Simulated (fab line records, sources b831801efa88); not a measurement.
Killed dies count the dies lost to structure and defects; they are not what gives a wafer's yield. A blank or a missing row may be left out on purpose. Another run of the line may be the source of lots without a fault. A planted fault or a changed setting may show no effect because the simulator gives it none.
Which tool was responsible? / flow sky130 / 24 lots with 72 wafers sampled at 6 steps, on a route of 708 steps

WHAT EACH GAUGE READ, for each wafer
SKY_CONTACT_THK_MEAS_01.
lot=L074; measured=day 28 04:21; on=film_metro-04; CONTACT_CVD_00_THK (nm)=73.7 73.9 73.9
lot=L075; measured=day 28 05:44; on=film_metro-01; CONTACT_CVD_00_THK (nm)=73.6 75.1 74.4
lot=L076; measured=day 28 06:45; on=film_metro-01; CONTACT_CVD_00_THK (nm)=73.8 74.0 74.7
lot=L077; measured=day 28 07:55; on=film_metro-03; CONTACT_CVD_00_THK (nm)=75.3 74.0 74.8
lot=L078; measured=day 28 22:25; on=film_metro-03; CONTACT_CVD_00_THK (nm)=75.2 75.1 74.6
lot=L080; measured=day 29 06:52; on=film_metro-01; CONTACT_CVD_00_THK (nm)=73.3 72.4 73.6
lot=L079; measured=day 29 09:24; on=film_metro-01; CONTACT_CVD_00_THK (nm)=73.8 74.9 76.3
lot=L081; measured=day 29 22:19; on=film_metro-01; CONTACT_CVD_00_THK (nm)=73.0 74.8 75.3
lot=L082; measured=day 30 07:43; on=film_metro-04; CONTACT_CVD_00_THK (nm)=74.1 73.5 74.3
lot=L084; measured=day 30 10:05; on=film_metro-01; CONTACT_CVD_00_THK (nm)=74.0 74.3 74.1
lot=L083; measured=day 30 11:13; on=film_metro-03; CONTACT_CVD_00_THK (nm)=73.6 74.2 74.9
lot=L085; measured=day 30 19:49; on=film_metro-04; CONTACT_CVD_00_THK (nm)=75.2 74.5 75.3
lot=L086; measured=day 31 04:15; on=film_metro-01; CONTACT_CVD_00_THK (nm)=76.2 77.8 76.3
lot=L087; measured=day 31 11:31; on=film_metro-03; CONTACT_CVD_00_THK (nm)=74.3 73.6 75.1
lot=L088; measured=day 31 14:28; on=film_metro-03; CONTACT_CVD_00_THK (nm)=73.9 75.3 74.6
lot=L089; measured=day 32 01:41; on=film_metro-03; CONTACT_CVD_00_THK (nm)=74.1 74.4 74.9
lot=L090; measured=day 32 15:35; on=film_metro-04; CONTACT_CVD_00_THK (nm)=74.2 74.6 74.1
lot=L091; measured=day 32 20:53; on=film_metro-03; CONTACT_CVD_00_THK (nm)=75.4 74.6 76.6
lot=L094; measured=day 40 15:19; on=film_metro-04; CONTACT_CVD_00_THK (nm)=74.2 72.2 74.0
lot=L092; measured=day 40 19:21; on=film_metro-01; CONTACT_CVD_00_THK (nm)=74.4 74.7 74.2
lot=L093; measured=day 40 21:19; on=film_metro-01; CONTACT_CVD_00_THK (nm)=75.3 76.7 75.4
lot=L095; measured=day 40 22:01; on=film_metro-03; CONTACT_CVD_00_THK (nm)=74.3 74.1 74.7
lot=L096; measured=day 40 22:55; on=film_metro-04; CONTACT_CVD_00_THK (nm)=75.1 75.7 75.5
lot=L097; measured=day 41 00:56; on=film_metro-04; CONTACT_CVD_00_THK (nm)=73.2 73.4 73.7

SKY_CONTACT_RS_MEAS_25: the measuring method here is four-point-probe.
lot=L074; measured=day 29 09:41; on=film_metro-04; CONTACT_W_RS (ohm/sq)=0.342 0.331 0.334
lot=L075; measured=day 29 11:37; on=film_metro-01; CONTACT_W_RS (ohm/sq)=0.334 0.339 0.340
lot=L076; measured=day 29 12:24; on=film_metro-04; CONTACT_W_RS (ohm/sq)=0.334 0.340 0.338
lot=L077; measured=day 29 13:56; on=film_metro-01; CONTACT_W_RS (ohm/sq)=0.338 0.342 0.335
lot=L078; measured=day 30 03:59; on=film_metro-01; CONTACT_W_RS (ohm/sq)=0.332 0.331 0.331
lot=L080; measured=day 30 13:28; on=film_metro-03; CONTACT_W_RS (ohm/sq)=0.328 0.338 0.338
lot=L079; measured=day 30 15:27; on=film_metro-04; CONTACT_W_RS (ohm/sq)=0.342 0.339 0.332
lot=L081; measured=day 31 05:07; on=film_metro-03; CONTACT_W_RS (ohm/sq)=0.334 0.340 0.332
lot=L082; measured=day 31 15:19; on=film_metro-03; CONTACT_W_RS (ohm/sq)=0.339 0.332 0.336
lot=L084; measured=day 31 17:25; on=film_metro-03; CONTACT_W_RS (ohm/sq)=0.338 0.328 0.334
lot=L083; measured=day 31 18:04; on=film_metro-03; CONTACT_W_RS (ohm/sq)=0.333 0.327 0.331
lot=L085; measured=day 32 02:19; on=film_metro-01; CONTACT_W_RS (ohm/sq)=0.339 0.325 0.339
lot=L086; measured=day 32 10:50; on=film_metro-03; CONTACT_W_RS (ohm/sq)=0.333 0.339 0.332
lot=L087; measured=day 32 18:07; on=film_metro-03; CONTACT_W_RS (ohm/sq)=0.338 0.336 0.324
lot=L088; measured=day 32 20:10; on=film_metro-03; CONTACT_W_RS (ohm/sq)=0.325 0.326 0.335
lot=L089; measured=day 33 05:43; on=film_metro-03; CONTACT_W_RS (ohm/sq)=0.334 0.335 0.330
lot=L090; measured=day 33 18:27; on=film_metro-04; CONTACT_W_RS (ohm/sq)=0.333 0.334 0.334
lot=L091; measured=day 34 00:16; on=film_metro-03; CONTACT_W_RS (ohm/sq)=0.332 0.334 0.337
lot=L094; measured=day 41 17:53; on=film_metro-04; CONTACT_W_RS (ohm/sq)=0.335 0.344 0.333
lot=L092; measured=day 41 21:58; on=film_metro-04; CONTACT_W_RS (ohm/sq)=0.337 0.338 0.339
lot=L093; measured=day 42 00:41; on=film_metro-01; CONTACT_W_RS (ohm/sq)=0.340 0.340 0.338
lot=L095; measured=day 42 01:47; on=film_metro-01; CONTACT_W_RS (ohm/sq)=0.339 0.342 0.335
lot=L096; measured=day 42 02:08; on=film_metro-03; CONTACT_W_RS (ohm/sq)=0.344 0.342 0.342
lot=L097; measured=day 42 03:57; on=film_metro-01; CONTACT_W_RS (ohm/sq)=0.340 0.340 0.337

SKY_VIA1_CD_MEAS_12: the cd target is 150 nm.
lot=L074; measured=day 31 22:38; on=cd_sem-01; cd_nm (nm)=148.9 149.1 148.7
lot=L075; measured=day 31 23:19; on=cd_sem-01; cd_nm (nm)=151.1 151.9 152.4
lot=L076; measured=day 32 01:40; on=cd_sem-01; cd_nm (nm)=147.7 148.4 147.6
lot=L077; measured=day 32 02:19; on=cd_sem-01; cd_nm (nm)=147.1 148.7 149.6
lot=L078; measured=day 32 15:22; on=cd_sem-02; cd_nm (nm)=150.5 151.5 151.2
lot=L080; measured=day 32 23:32; on=cd_sem-01; cd_nm (nm)=151.7 151.9 152.4
lot=L079; measured=day 33 01:38; on=cd_sem-02; cd_nm (nm)=147.8 148.2 148.6
lot=L081; measured=day 33 13:46; on=cd_sem-01; cd_nm (nm)=153.3 152.6 152.4
lot=L082; measured=day 33 22:05; on=cd_sem-01; cd_nm (nm)=151.9 150.8 152.2
lot=L084; measured=day 34 01:34; on=cd_sem-01; cd_nm (nm)=148.7 147.4 147.6
lot=L083; measured=day 34 02:43; on=cd_sem-01; cd_nm (nm)=148.6 148.4 149.2
lot=L085; measured=day 34 07:55; on=cd_sem-01; cd_nm (nm)=148.7 148.2 149.0
lot=L086; measured=day 34 17:28; on=cd_sem-01; cd_nm (nm)=149.6 148.8 150.1
lot=L087; measured=day 35 01:44; on=cd_sem-01; cd_nm (nm)=150.8 149.2 150.0
lot=L088; measured=day 35 03:26; on=cd_sem-01; cd_nm (nm)=146.8 144.5 147.2
lot=L089; measured=day 35 13:32; on=cd_sem-01; cd_nm (nm)=149.0 148.1 147.9
lot=L090; measured=day 36 01:41; on=cd_sem-01; cd_nm (nm)=150.4 149.6 150.5
lot=L091; measured=day 36 08:17; on=cd_sem-02; cd_nm (nm)=148.9 147.0 150.7
lot=L094; measured=day 43 19:35; on=cd_sem-02; cd_nm (nm)=149.8 147.7 148.9
lot=L092; measured=day 43 23:34; on=cd_sem-02; cd_nm (nm)=147.5 148.8 148.3
lot=L093; measured=day 44 01:04; on=cd_sem-01; cd_nm (nm)=149.8 150.6 152.0
lot=L095; measured=day 44 02:13; on=cd_sem-02; cd_nm (nm)=154.1 153.5 153.0
lot=L096; measured=day 44 02:55; on=cd_sem-02; cd_nm (nm)=152.0 151.3 150.9
lot=L097; measured=day 44 03:34; on=cd_sem-01; cd_nm (nm)=150.1 150.2 149.7

WHICH TOOL RAN EACH LOT (tool, then ch and the chambers of the sampled wafers, then the start)
lot=L074; SKY_LI_CONTACT_ETCH_14=rie_diel-01 ch 0,1,2, day 26 21:04; SKY_CONTACT_ETCH_17=rie_diel-01 ch 1,2,3, day 29 08:49; SKY_CONTACT_ETCH_18=rie_diel-01 ch 1,2,3, day 29 09:41 or earlier
lot=L075; SKY_LI_CONTACT_ETCH_14=rie_diel-02 ch 0,2, day 26 21:43; SKY_CONTACT_ETCH_17=rie_diel-02 ch 0,2,3, day 29 10:46; SKY_CONTACT_ETCH_18=rie_diel-02 ch 0,2,3, day 29 11:37 or earlier
lot=L076; SKY_LI_CONTACT_ETCH_14=rie_diel-04 ch 1,3, day 26 22:04; SKY_CONTACT_ETCH_17=rie_diel-01 ch 0,1,2, day 29 11:32; SKY_CONTACT_ETCH_18=rie_diel-01 ch 0,1,2, day 29 12:24 or earlier
lot=L077; SKY_LI_CONTACT_ETCH_14=rie_diel-02 ch 0,2,3, day 26 23:56; SKY_CONTACT_ETCH_17=rie_diel-03 ch 0,2,3, day 29 13:05; SKY_CONTACT_ETCH_18=rie_diel-03 ch 0,2,3, day 29 13:56 or earlier
lot=L078; SKY_LI_CONTACT_ETCH_14=rie_diel-04 ch 0,2,3, day 27 15:25; SKY_CONTACT_ETCH_17=rie_diel-02 ch 0,1,2, day 30 03:06; SKY_CONTACT_ETCH_18=rie_diel-02 ch 0,1,2, day 30 03:59 or earlier
lot=L080; SKY_LI_CONTACT_ETCH_14=rie_diel-01 ch 0,3, day 28 00:29; SKY_CONTACT_ETCH_17=rie_diel-03 ch 0,2,3, day 30 12:36; SKY_CONTACT_ETCH_18=rie_diel-03 ch 0,2,3, day 30 13:28 or earlier
lot=L079; SKY_LI_CONTACT_ETCH_14=rie_diel-04 ch 0,1,2, day 28 03:05; SKY_CONTACT_ETCH_17=rie_diel-02 ch 0,1, day 30 14:35; SKY_CONTACT_ETCH_18=rie_diel-02 ch 0,1, day 30 15:27 or earlier
lot=L081; SKY_LI_CONTACT_ETCH_14=rie_diel-04 ch 0,3, day 28 15:16; SKY_CONTACT_ETCH_17=rie_diel-03 ch 1,2, day 31 04:14; SKY_CONTACT_ETCH_18=rie_diel-03 ch 1,2, day 31 05:07 or earlier
lot=L082; SKY_LI_CONTACT_ETCH_14=rie_diel-04 ch 0,1,2, day 29 00:26; SKY_CONTACT_ETCH_17=rie_diel-03 ch 0,1,3, day 31 14:26; SKY_CONTACT_ETCH_18=rie_diel-03 ch 0,1,3, day 31 15:19 or earlier
lot=L084; SKY_LI_CONTACT_ETCH_14=rie_diel-04 ch 0,2,3, day 29 03:05; SKY_CONTACT_ETCH_17=rie_diel-03 ch 1,2, day 31 16:33; SKY_CONTACT_ETCH_18=rie_diel-03 ch 1,2, day 31 17:25 or earlier
lot=L083; SKY_LI_CONTACT_ETCH_14=rie_diel-02 ch 1,2, day 29 03:46; SKY_CONTACT_ETCH_17=rie_diel-02 ch 1,3, day 31 17:11; SKY_CONTACT_ETCH_18=rie_diel-02 ch 1,3, day 31 18:04 or earlier
lot=L085; SKY_LI_CONTACT_ETCH_14=rie_diel-04 ch 1,2,3, day 29 12:59; SKY_CONTACT_ETCH_17=rie_diel-03 ch 1,2,3, day 32 01:27; SKY_CONTACT_ETCH_18=rie_diel-03 ch 1,2,3, day 32 02:19 or earlier
lot=L086; SKY_LI_CONTACT_ETCH_14=rie_diel-02 ch 0,3, day 29 20:14; SKY_CONTACT_ETCH_17=rie_diel-01 ch 1,3, day 32 09:57; SKY_CONTACT_ETCH_18=rie_diel-01 ch 1,3, day 32 10:50 or earlier
lot=L087; SKY_LI_CONTACT_ETCH_14=rie_diel-01 ch 1,2,3, day 30 03:58; SKY_CONTACT_ETCH_17=rie_diel-03 ch 0,2,3, day 32 17:15; SKY_CONTACT_ETCH_18=rie_diel-03 ch 0,2,3, day 32 18:07 or earlier
lot=L088; SKY_LI_CONTACT_ETCH_14=rie_diel-02 ch 0,2,3, day 30 06:32; SKY_CONTACT_ETCH_17=rie_diel-01 ch 0,2,3, day 32 19:17; SKY_CONTACT_ETCH_18=rie_diel-01 ch 0,2,3, day 32 20:10 or earlier
lot=L089; SKY_LI_CONTACT_ETCH_14=rie_diel-02 ch 2,3, day 30 18:44; SKY_CONTACT_ETCH_17=rie_diel-01 ch 0,1,2, day 33 04:51; SKY_CONTACT_ETCH_18=rie_diel-01 ch 0,1,2, day 33 05:43 or earlier
lot=L090; SKY_LI_CONTACT_ETCH_14=rie_diel-04 ch 1,2, day 31 08:22; SKY_CONTACT_ETCH_17=rie_diel-03 ch 1,2, day 33 17:33; SKY_CONTACT_ETCH_18=rie_diel-03 ch 1,2, day 33 18:27 or earlier
lot=L091; SKY_LI_CONTACT_ETCH_14=rie_diel-01 ch 1,2,3, day 31 14:44; SKY_CONTACT_ETCH_17=rie_diel-01 ch 1,2,3, day 33 23:25; SKY_CONTACT_ETCH_18=rie_diel-01 ch 1,2,3, day 34 00:16 or earlier
lot=L094; SKY_LI_CONTACT_ETCH_14=rie_diel-02 ch 0,1,3, day 39 12:01; SKY_CONTACT_ETCH_17=rie_diel-03 ch 0,2,3, day 41 17:01; SKY_CONTACT_ETCH_18=rie_diel-03 ch 0,2,3, day 41 17:53 or earlier
lot=L092; SKY_LI_CONTACT_ETCH_14=rie_diel-01 ch 0,2,3, day 39 16:11; SKY_CONTACT_ETCH_17=rie_diel-02 ch 0,1, day 41 21:05; SKY_CONTACT_ETCH_18=rie_diel-02 ch 0,1, day 41 21:58 or earlier
lot=L093; SKY_LI_CONTACT_ETCH_14=rie_diel-04 ch 0,2, day 39 17:56; SKY_CONTACT_ETCH_17=rie_diel-02 ch 1,2, day 41 23:48; SKY_CONTACT_ETCH_18=rie_diel-02 ch 1,2, day 42 00:41 or earlier
lot=L095; SKY_LI_CONTACT_ETCH_14=rie_diel-02 ch 0,1,2, day 39 18:35; SKY_CONTACT_ETCH_17=rie_diel-02 ch 0,1,3, day 42 00:55; SKY_CONTACT_ETCH_18=rie_diel-02 ch 0,1,3, day 42 01:47 or earlier
lot=L096; SKY_LI_CONTACT_ETCH_14=rie_diel-02 ch 1,2,3, day 39 19:35; SKY_CONTACT_ETCH_17=rie_diel-01 ch 0,1,2, day 42 01:16; SKY_CONTACT_ETCH_18=rie_diel-01 ch 0,1,2, day 42 02:08 or earlier
lot=L097; SKY_LI_CONTACT_ETCH_14=rie_diel-04 ch 0,2,3, day 39 21:37; SKY_CONTACT_ETCH_17=rie_diel-01 ch 0,2, day 42 03:04; SKY_CONTACT_ETCH_18=rie_diel-01 ch 0,2, day 42 03:57 or earlier
- SKY_LI_CONTACT_ETCH_14: etches BARC in N2/H2, stops on SiO2, time 45.9 s, target depth 60 nm.
- SKY_CONTACT_ETCH_17: etches SiO2 in C4F8/O2/Ar, stops on Si3N4, target depth 340 nm.
- SKY_CONTACT_ETCH_18: etches Si3N4 in CHF3/O2, stops on TiN, time 39 s, target depth 75 nm.

WHAT THE TOOLS THEMSELVES READ (means of the sampled wafers that have a number; where no wafer has one, the mark that the record gives instead)
SKY_LI_CONTACT_ETCH_14.
lot=L074; tool=rie_diel-01; drypump_motor_current_A (A)=6.0; oes_product_au (a.u.)=0.859; throttle_valve_pct (%)=13.228
lot=L075; tool=rie_diel-02; drypump_motor_current_A (A)=6.6; oes_product_au (a.u.)=0.852; throttle_valve_pct (%)=13.226
lot=L076; tool=rie_diel-04; drypump_motor_current_A (A)=5.9; oes_product_au (a.u.)=0.856; throttle_valve_pct (%)=13.228
lot=L077; tool=rie_diel-02; drypump_motor_current_A (A)=6.6; oes_product_au (a.u.)=0.857; throttle_valve_pct (%)=13.222
lot=L078; tool=rie_diel-04; drypump_motor_current_A (A)=5.8; oes_product_au (a.u.)=0.856; throttle_valve_pct (%)=13.230
lot=L080; tool=rie_diel-01; drypump_motor_current_A (A)=5.1; oes_product_au (a.u.)=0.856; throttle_valve_pct (%)=13.219
lot=L079; tool=rie_diel-04; drypump_motor_current_A (A)=6.0; oes_product_au (a.u.)=0.852; throttle_valve_pct (%)=13.229
lot=L081; tool=rie_diel-04; drypump_motor_current_A (A)=6.2; oes_product_au (a.u.)=0.852; throttle_valve_pct (%)=13.232
lot=L082; tool=rie_diel-04; drypump_motor_current_A (A)=6.0; oes_product_au (a.u.)=0.852; throttle_valve_pct (%)=13.222
lot=L084; tool=rie_diel-04; drypump_motor_current_A (A)=5.8; oes_product_au (a.u.)=0.850; throttle_valve_pct (%)=13.220
lot=L083; tool=rie_diel-02; drypump_motor_current_A (A)=6.1; oes_product_au (a.u.)=0.854; throttle_valve_pct (%)=13.225
lot=L085; tool=rie_diel-04; drypump_motor_current_A (A)=5.8; oes_product_au (a.u.)=0.855; throttle_valve_pct (%)=13.226
lot=L086; tool=rie_diel-02; drypump_motor_current_A (A)=6.7; oes_product_au (a.u.)=0.855; throttle_valve_pct (%)=13.229
lot=L087; tool=rie_diel-01; drypump_motor_current_A (A)=5.8; oes_product_au (a.u.)=0.855; throttle_valve_pct (%)=13.216
lot=L088; tool=rie_diel-02; drypump_motor_current_A (A)=6.6; oes_product_au (a.u.)=0.855; throttle_valve_pct (%)=13.220
lot=L089; tool=rie_diel-02; drypump_motor_current_A (A)=6.7; oes_product_au (a.u.)=0.857; throttle_valve_pct (%)=13.230
lot=L090; tool=rie_diel-04; drypump_motor_current_A (A)=6.0; oes_product_au (a.u.)=0.857; throttle_valve_pct (%)=13.233
lot=L091; tool=rie_diel-01; drypump_motor_current_A (A)=5.8; oes_product_au (a.u.)=0.856; throttle_valve_pct (%)=13.214
lot=L094; tool=rie_diel-02; drypump_motor_current_A (A)=6.2; oes_product_au (a.u.)=0.856; throttle_valve_pct (%)=13.231
lot=L092; tool=rie_diel-01; drypump_motor_current_A (A)=5.5; oes_product_au (a.u.)=0.857; throttle_valve_pct (%)=13.227
lot=L093; tool=rie_diel-04; drypump_motor_current_A (A)=6.0; oes_product_au (a.u.)=0.855; throttle_valve_pct (%)=13.233
lot=L095; tool=rie_diel-02; drypump_motor_current_A (A)=6.1; oes_product_au (a.u.)=0.855; throttle_valve_pct (%)=13.228
lot=L096; tool=rie_diel-02; drypump_motor_current_A (A)=6.1; oes_product_au (a.u.)=0.856; throttle_valve_pct (%)=13.227
lot=L097; tool=rie_diel-04; drypump_motor_current_A (A)=5.8; oes_product_au (a.u.)=0.857; throttle_valve_pct (%)=13.229

SKY_CONTACT_ETCH_17.
lot=L074; tool=rie_diel-01; oes_product_au (a.u.)=0.896
lot=L075; tool=rie_diel-02; oes_product_au (a.u.)=0.894
lot=L076; tool=rie_diel-01; oes_product_au (a.u.)=0.891
lot=L077; tool=rie_diel-03; oes_product_au (a.u.)=0.897
lot=L078; tool=rie_diel-02; oes_product_au (a.u.)=0.895
lot=L080; tool=rie_diel-03; oes_product_au (a.u.)=0.891
lot=L079; tool=rie_diel-02; oes_product_au (a.u.)=0.888
lot=L081; tool=rie_diel-03; oes_product_au (a.u.)=0.889
lot=L082; tool=rie_diel-03; oes_product_au (a.u.)=0.895
lot=L084; tool=rie_diel-03; oes_product_au (a.u.)=0.892
lot=L083; tool=rie_diel-02; oes_product_au (a.u.)=0.891
lot=L085; tool=rie_diel-03; oes_product_au (a.u.)=0.892
lot=L086; tool=rie_diel-01; oes_product_au (a.u.)=0.892
lot=L087; tool=rie_diel-03; oes_product_au (a.u.)=0.891
lot=L088; tool=rie_diel-01; oes_product_au (a.u.)=0.895
lot=L089; tool=rie_diel-01; oes_product_au (a.u.)=0.898
lot=L090; tool=rie_diel-03; oes_product_au (a.u.)=0.890
lot=L091; tool=rie_diel-01; oes_product_au (a.u.)=0.891
lot=L094; tool=rie_diel-03; oes_product_au (a.u.)=0.893
lot=L092; tool=rie_diel-02; oes_product_au (a.u.)=0.891
lot=L093; tool=rie_diel-02; oes_product_au (a.u.)=0.895
lot=L095; tool=rie_diel-02; oes_product_au (a.u.)=0.892
lot=L096; tool=rie_diel-01; oes_product_au (a.u.)=0.891
lot=L097; tool=rie_diel-01; oes_product_au (a.u.)=0.888

SKY_CONTACT_ETCH_18.
lot=L074; tool=rie_diel-01; drypump_motor_current_A (A)=5.7; oes_product_au (a.u.)=0.847; throttle_valve_pct (%)=8.788
lot=L075; tool=rie_diel-02; drypump_motor_current_A (A)=6.6; oes_product_au (a.u.)=0.853; throttle_valve_pct (%)=8.792
lot=L076; tool=rie_diel-01; drypump_motor_current_A (A)=6.0; oes_product_au (a.u.)=0.849; throttle_valve_pct (%)=8.795
lot=L077; tool=rie_diel-03; drypump_motor_current_A (A)=5.2; oes_product_au (a.u.)=0.857; throttle_valve_pct (%)=8.803
lot=L078; tool=rie_diel-02; drypump_motor_current_A (A)=6.1; oes_product_au (a.u.)=0.855; throttle_valve_pct (%)=8.791
lot=L080; tool=rie_diel-03; drypump_motor_current_A (A)=5.2; oes_product_au (a.u.)=0.842; throttle_valve_pct (%)=8.801
lot=L079; tool=rie_diel-02; drypump_motor_current_A (A)=5.7; oes_product_au (a.u.)=0.852; throttle_valve_pct (%)=8.799
lot=L081; tool=rie_diel-03; drypump_motor_current_A (A)=5.2; oes_product_au (a.u.)=0.844; throttle_valve_pct (%)=8.799
lot=L082; tool=rie_diel-03; drypump_motor_current_A (A)=5.4; oes_product_au (a.u.)=0.850; throttle_valve_pct (%)=8.788
lot=L084; tool=rie_diel-03; drypump_motor_current_A (A)=5.2; oes_product_au (a.u.)=0.851; throttle_valve_pct (%)=8.803
lot=L083; tool=rie_diel-02; drypump_motor_current_A (A)=6.3; oes_product_au (a.u.)=0.850; throttle_valve_pct (%)=8.792
lot=L085; tool=rie_diel-03; drypump_motor_current_A (A)=5.4; oes_product_au (a.u.)=0.854; throttle_valve_pct (%)=8.797
lot=L086; tool=rie_diel-01; drypump_motor_current_A (A)=5.6; oes_product_au (a.u.)=0.870; throttle_valve_pct (%)=8.798
lot=L087; tool=rie_diel-03; drypump_motor_current_A (A)=5.2; oes_product_au (a.u.)=0.851; throttle_valve_pct (%)=8.793
lot=L088; tool=rie_diel-01; drypump_motor_current_A (A)=5.5; oes_product_au (a.u.)=0.855; throttle_valve_pct (%)=8.790
lot=L089; tool=rie_diel-01; drypump_motor_current_A (A)=6.0; oes_product_au (a.u.)=0.849; throttle_valve_pct (%)=8.799
lot=L090; tool=rie_diel-03; drypump_motor_current_A (A)=5.2; oes_product_au (a.u.)=0.860; throttle_valve_pct (%)=8.800
lot=L091; tool=rie_diel-01; drypump_motor_current_A (A)=5.7; oes_product_au (a.u.)=0.861; throttle_valve_pct (%)=8.797
lot=L094; tool=rie_diel-03; drypump_motor_current_A (A)=5.2; oes_product_au (a.u.)=0.846; throttle_valve_pct (%)=8.783
lot=L092; tool=rie_diel-02; drypump_motor_current_A (A)=5.7; oes_product_au (a.u.)=0.857; throttle_valve_pct (%)=8.796
lot=L093; tool=rie_diel-02; drypump_motor_current_A (A)=5.6; oes_product_au (a.u.)=0.859; throttle_valve_pct (%)=8.798
lot=L095; tool=rie_diel-02; drypump_motor_current_A (A)=6.2; oes_product_au (a.u.)=0.850; throttle_valve_pct (%)=8.789
lot=L096; tool=rie_diel-01; drypump_motor_current_A (A)=6.0; oes_product_au (a.u.)=0.854; throttle_valve_pct (%)=8.791
lot=L097; tool=rie_diel-01; drypump_motor_current_A (A)=5.7; oes_product_au (a.u.)=0.845; throttle_valve_pct (%)=8.785

THE ANSWER, worked out from the rows above alone
Rule: what is usual is taken from the lots themselves. Put in order of their means at a reading, lots are off if they are a third of the lots or fewer, leave a main group of 4 or more, and stand apart from it by a gap of 3 or more times the standard deviation of the main group's means; of several such gaps the widest counts. A main group whose means are all the same, to the digits that the tables above print for the reading, isn't used. Also off: a lot with no number at a reading for which 4 or more lots have one. Where the step has rows for the other lots, those lots are counted as sound. After the gauges, taken in route order, come the tools' own readings; for these a lot's mean is taken, as printed above. The first step at which some lot is off is used, and at that step the reading that is off furthest; a lot without a number counts as furthest.
None of the lots is off at any reading shown; this tells nothing.

WHAT HAD BEEN PUT IN BY THE SIMULATOR
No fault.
